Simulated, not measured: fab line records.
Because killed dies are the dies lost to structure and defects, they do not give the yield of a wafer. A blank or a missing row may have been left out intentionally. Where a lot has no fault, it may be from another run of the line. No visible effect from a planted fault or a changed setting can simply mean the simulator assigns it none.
fab line records	flow sky130
[record] lots = 7	wafers = 21	last_day = 50
route steps=708 shown POLY_GATE@235 LDD_N@237 PAD_OPEN@708
lots with no fault: from the same line, run without faults
start_h: start of the lot's first displayed wafer, in hours after the record's first day	wait_h: hours since the lot's step before	" the same as in the row above	L1.1+2: one row covering several wafers at once	- no value, or no start given	* or withheld: withheld	< > ~ a bound
route shown NAME@n: NAME is a module with steps in the file, n the number in the route of the first one	usual: average and standard deviation across the fault-free wafers	same: alike in all rows	chamber/n: place in a boat	sites: readings site by site	_std_site: their standard deviation	_edge_site: outer sites' mean less inner sites'	radius_mm: how far each site lies from the wafer's centre	mask NAME#n: copy n	behind: tool/chamber where the wafer was last shaped	hold: the reason the lot was held/the length of the hold in hours/how it ended	device: whichever transistor did not switch (one of n, p or np)	end of line: at the end of the route, the tests of the same wafers	step lacking rows: just its recipe	killed: not the wafer's yield, but the dies lost to structure and defects at the first sort	map: dies across one wafer; x = killed, . = not, _ = none there
set.NAME: setting as actually run; set.NAME@STEP: the setting as run at that earlier step	model.NAME: the simulator's own value behind a step, which no gauge read
certain route steps with their lots: each step a table, each wafer a row
services: when a tool's chamber went out of use (start_h, in hours from the record's first day, below 0 if earlier), for how many hours, and the reason
[[steps]]
[step SKY_POLY_GATE_THK_MEAS_21]
[recipe] reads = SiO2_of_POLY_GATE_OXIDATION_20
[usual] POLY_GATE_OXIDATION_THK = 3.99/0.092
lot.wafer	tool	chamber	start_h	wait_h	POLY_GATE_OXIDATION_THK[nm]
L526.2	film_metro-02	-	391.15	0.0	4.00
L526.4	"	-	"	"	3.90
L526.6	"	-	"	"	3.97
L534.2	film_metro-03	-	455.99	0.0	4.06
L534.3	"	-	"	"	4.07
L534.6	"	-	"	"	4.03
L536.2	film_metro-04	-	476.58	0.0	4.08
L536.4	"	-	"	"	4.02
L536.6	"	-	"	"	4.02
L537.2	film_metro-02	-	479.03	0.0	4.14
L537.4	"	-	"	"	4.11
L537.5	"	-	"	"	4.14
L543.3	film_metro-04	-	542.66	0.0	3.87
L543.4	"	-	"	"	3.93
L543.5	"	-	"	"	3.85
L546.2	film_metro-03	-	559.59	0.0	4.13
L546.3	"	-	"	"	4.02
L546.5	"	-	"	"	4.02
L547.1	film_metro-02	-	578.48	0.0	4.04
L547.3	"	-	"	"	4.03
L547.4	"	-	"	"	3.96
[step SKY_POLY_GATE_CD_MEAS_22]
[usual] cd_nm = 149.3/2.3
lot.wafer	tool	chamber	start_h	wait_h	cd_nm
L526.2	cd_sem-02	-	391.23	0.1	151.1
L526.4	"	-	"	"	144.9
L526.6	"	-	"	"	148.2
L534.2	cd_sem-01	-	456.07	0.1	153.8
L534.3	"	-	"	"	149.3
L534.6	"	-	"	"	147.3
L536.2	cd_sem-01	-	476.66	0.1	144.8
L536.4	"	-	"	"	147.2
L536.6	"	-	"	"	149.5
L537.2	cd_sem-02	-	479.11	0.1	150.9
L537.4	"	-	"	"	150.6
L537.5	"	-	"	"	154.4
L543.3	cd_sem-01	-	542.75	0.1	150.1
L543.4	"	-	"	"	147.8
L543.5	"	-	"	"	148.8
L546.2	cd_sem-01	-	559.67	0.1	146.0
L546.3	"	-	"	"	150.0
L546.5	"	-	"	"	149.4
L547.1	cd_sem-01	-	578.54	0.1	147.6
L547.3	"	-	"	"	147.9
L547.4	"	-	"	"	151.2
[step SKY_LDD_N_DEHYDRATE_00]
[recipe] temp_c = 200	time_s = 60
[step SKY_LDD_N_HMDS_01]
[recipe] prime_time_s = 60	prime_temp_c = 120
[step SKY_LDD_N_COAT_02]
[recipe] resist = NOVOLAK	spin_rpm = 3000	resist_thk_nm = 300
[step SKY_LDD_N_SOFTBAKE_03]
[recipe] temp_c = 90	time_s = 60	resist = NOVOLAK
[step SKY_LDD_N_EXPOSE_04]
[recipe] mask_id = NTM	target_cd_nm = 840	na = 0.6	source_shape = conventional	sigma_outer = 0.6	dose_mj = 110
[step SKY_LDD_N_PEB_05]
[recipe] temp_c = withheld	time_s = *	resist = NOVOLAK
[step SKY_LDD_N_DEVELOP_06]
[recipe] develop_time_s = 60	dev_temp_c = 23
[step SKY_LDD_N_OVL_MEAS_07]
[usual] LDD_N_OVL = 1.5/1.6
lot.wafer	tool	chamber	start_h	wait_h	LDD_N_OVL[nm]
L526.2	overlay-01	-	420.59	0.1	3.6
L526.4	"	-	"	"	2.8
L526.6	"	-	"	"	3.2
L534.2	overlay-01	-	486.44	0.1	2.4
L534.3	"	-	"	"	1.4
L534.6	"	-	"	"	2.8
L536.2	overlay-01	-	506.94	0.1	-0.9
L536.4	"	-	"	"	0.0
L536.6	"	-	"	"	0.0
L537.2	overlay-01	-	509.24	0.1	3.0
L537.4	"	-	"	"	2.1
L537.5	"	-	"	"	2.9
L543.3	overlay-01	-	570.90	0.1	1.5
L543.4	"	-	"	"	-0.1
L543.5	"	-	"	"	0.4
L546.2	overlay-02	-	589.15	0.1	0.1
L546.3	"	-	"	"	0.5
L546.5	"	-	"	"	0.9
L547.1	overlay-01	-	607.64	0.1	-0.1
L547.3	"	-	"	"	-0.3
L547.4	"	-	"	"	-1.8
[step SKY_LDD_N_IMPLANT_08]
[recipe] species = As	energy_kev = 20	dose_cm2 = 7.5e+13	tilt_deg = withheld	rotation_deg = 23
[step SKY_LDD_N_IMPLANT_09]
[recipe] species = As	energy_kev = 20	dose_cm2 = 7.5e+13	tilt_deg = withheld	rotation_deg = 113
[step SKY_LDD_N_IMPLANT_10]
[recipe] species = As	energy_kev = 20	dose_cm2 = 7.5e+13	tilt_deg = withheld	rotation_deg = 203
[usual] beam_energy_keV = 20.001/0.0067
lot.wafer	tool	chamber	start_h	wait_h	beam_energy_keV	model.implant.rp_nm	model.implant.drp_nm
L526.2	implanter-03	0	420.95	0.1	20.007	15.72	7.212
L526.4	"	0	"	"	20.008	15.72	7.212
L526.6	"	0	"	"	19.996	15.72	7.212
L534.2	implanter-02	0	486.80	0.1	20.747	16.25	7.398
L534.3	"	0	"	"	20.746	16.25	7.398
L534.6	"	0	"	"	20.747	16.25	7.398
L536.2	implanter-02	0	507.30	0.1	20.755	16.59	7.398
L536.4	"	0	"	"	20.756	16.59	7.398
L536.6	"	0	"	"	20.761	16.59	7.398
L537.2	implanter-02	0	509.60	0.1	20.744	16.32	7.398
L537.4	"	0	"	"	20.746	16.32	7.398
L537.5	"	0	"	"	20.751	16.32	7.398
L543.3	implanter-02	0	571.27	0.1	19.997	15.53	7.212
L543.4	"	0	"	"	20.005	15.53	7.212
L543.5	"	0	"	"	19.989	15.53	7.212
L546.2	implanter-03	0	589.50	0.1	19.990	15.38	7.212
L546.3	"	0	"	"	19.990	15.38	7.212
L546.5	"	0	"	"	19.992	15.38	7.212
L547.1	implanter-04	0	607.97	0.1	19.990	15.92	7.212
L547.3	"	0	"	"	19.995	15.92	7.212
L547.4	"	0	"	"	19.989	15.92	7.212
[step SKY_LDD_N_IMPLANT_11]
[recipe] species = As	energy_kev = 20	dose_cm2 = 7.5e+13	tilt_deg = withheld	rotation_deg = 293
[step SKY_PAD_OPEN_PROBE_99]
[usual] killed_at_M0_to_M3 = 44/6.5	killed_at_M4_up = 3.3/1.9	killed_at_contacts = 23/4.7	killed_at_front_end = 15/4.5	killed_at_other = 0.2/0.52	killed_dies = 86/8.9	killed_on_rim = 17/3.7	killed_open = 47/6.8	killed_short = 39/6.1
[same] gross_dies = 492	killed_at_back_side = 0
lot.wafer	tool	chamber	start_h	wait_h	killed_at_M0_to_M3	killed_at_M4_up	killed_at_contacts	killed_at_front_end	killed_at_other	killed_dies	killed_on_rim	killed_open	killed_short
L536.2	prober-01	-	1138.81	0.1	37	5	15	16	0	73	16	42	31
L536.4	prober-01	-	1138.91	0.2	32	3	29	20	0	84	22	49	35
L536.6	prober-01	-	1139.01	0.2	39	4	24	13	0	80	19	43	37
L537.2	prober-02	-	1139.19	0.1	58	4	27	21	0	110	20	63	47
L537.4	prober-02	-	1139.29	0.2	58	1	24	7	0	90	17	49	41
L537.5	prober-02	-	1139.34	0.2	55	0	27	16	0	98	26	57	41
L543.3	prober-01	-	1180.47	0.2	33	0	15	24	0	72	16	42	30
L546.2	prober-02	-	1185.76	0.1	55	4	20	12	0	91	17	49	42
L546.3	prober-02	-	1185.81	0.2	49	2	21	18	1	91	21	47	44
L546.5	prober-02	-	1185.91	0.2	41	4	23	17	0	85	12	43	42
// killed by level:class
L536.2 VIA1:geometric_particle:open=13 FIELD_ISO:geometric_particle:open=6 LI_CONTACT:geometric_particle:open=6 METAL2:geometric_particle:short=6 POLY_GATE:geometric_particle:short=4 VIA1:geometric_particle:short=4 CONTACT:geometric_particle:short=4 VIA3:geometric_particle:open=4
L536.4 CONTACT:geometric_particle:open=15 VIA1:geometric_particle:open=10 LI_CONTACT:geometric_particle:open=6 METAL2:geometric_particle:short=6 CONTACT:geometric_particle:short=5 VIA3:geometric_particle:open=5 FIELD_ISO:geometric_particle:short=4 POLY_GATE:geometric_particle:open=4
L536.6 VIA1:geometric_particle:open=9 CONTACT:geometric_particle:open=7 METAL1:geometric_particle:short=7 LI_CONTACT:geometric_particle:open=6 METAL2:geometric_particle:short=6 LI_CONTACT:geometric_particle:short=5 VIA2:geometric_particle:open=5 VIA3:geometric_particle:open=5
L537.2 VIA2:geometric_particle:open=12 VIA1:geometric_particle:open=11 VIA3:geometric_particle:open=9 CONTACT:geometric_particle:open=8 LI_CONTACT:geometric_particle:open=7 POLY_GATE:geometric_particle:open=6 CONTACT:geometric_particle:short=6 METAL1:geometric_particle:short=6
L537.4 VIA2:geometric_particle:open=12 VIA1:geometric_particle:open=11 CONTACT:geometric_particle:open=9 METAL2:geometric_particle:short=9 VIA3:geometric_particle:open=6 VIA3:geometric_particle:short=6 LI_CONTACT:geometric_particle:open=5 CONTACT:geometric_particle:short=4
L537.5 VIA1:geometric_particle:open=15 LI_CONTACT:geometric_particle:open=12 METAL2:geometric_particle:short=9 VIA2:geometric_particle:open=9 VIA3:geometric_particle:open=7 CONTACT:geometric_particle:short=6 FIELD_ISO:geometric_particle:short=5 METAL1:geometric_particle:short=5
L543.3 VIA1:geometric_particle:open=10 FIELD_ISO:geometric_particle:open=7 FIELD_ISO:geometric_particle:short=6 VIA1:geometric_particle:short=5 LI_CONTACT:geometric_particle:open=5 CONTACT:geometric_particle:open=5 POLY_GATE:geometric_particle:short=4 POLY_GATE:geometric_particle:open=4
L546.2 VIA1:geometric_particle:open=12 METAL1:geometric_particle:short=10 VIA2:geometric_particle:open=8 CONTACT:geometric_particle:open=7 VIA1:geometric_particle:short=6 LI_CONTACT:geometric_particle:open=5 CONTACT:geometric_particle:short=5 VIA3:geometric_particle:open=5
L546.3 METAL1:geometric_particle:short=10 LI_CONTACT:geometric_particle:open=8 VIA1:geometric_particle:open=7 CONTACT:geometric_particle:open=7 VIA2:geometric_particle:open=6 VIA1:geometric_particle:short=6 POLY_GATE:geometric_particle:open=5 VIA3:geometric_particle:open=5
L546.5 VIA3:geometric_particle:open=9 CONTACT:geometric_particle:open=7 METAL2:geometric_particle:short=7 VIA2:geometric_particle:open=7 LOCAL_INTERCONNECT:geometric_particle:short=6 VIA1:geometric_particle:open=5 CONTACT:geometric_particle:short=5 POLY_GATE:geometric_particle:open=4
[[services]]
tool	chamber	start_h	hours	kind
implanter-02	-	438.32	5.7	repair
implanter-04	-	524.04	15.6	pm
implanter-03	-	552.69	13.0	repair
implanter-02	-	585.10	5.4	pm
[[key]]
[first_sign] step = SKY_LDD_N_IMPLANT_10	reading = beam_energy_keV	direction = up	sigmas = 99+	usual = *	struck = *
effect none on later readings
[model_effect] step = SKY_LDD_N_IMPLANT_10	value = implant.rp_nm	without = 15.95	struck = 16.39
met_at SKY_LDD_N_IMPLANT_10
struck_wafers L534.2,L534.3,L534.6,L536.2,L536.4,L536.6,L537.2,L537.4,L537.5
tester_left_out L534,L536,L537
[fault] kind = process_parameter_drift	tool = implanter-02	chamber = -	onset_h = 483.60	steps = SKY_LDD_N_IMPLANT_10	channel = energy_kev	offset = *	shape = step	end_h = 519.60	acts_in = *	stated = *
// tester_left_out: of these lots the tester's yield and bins aren't shown, on N5 and GAA mostly nor the transistor test; their killed dies are dies lost to structure and defects alone, not to doping, threshold or leakage, so they don't give the yield
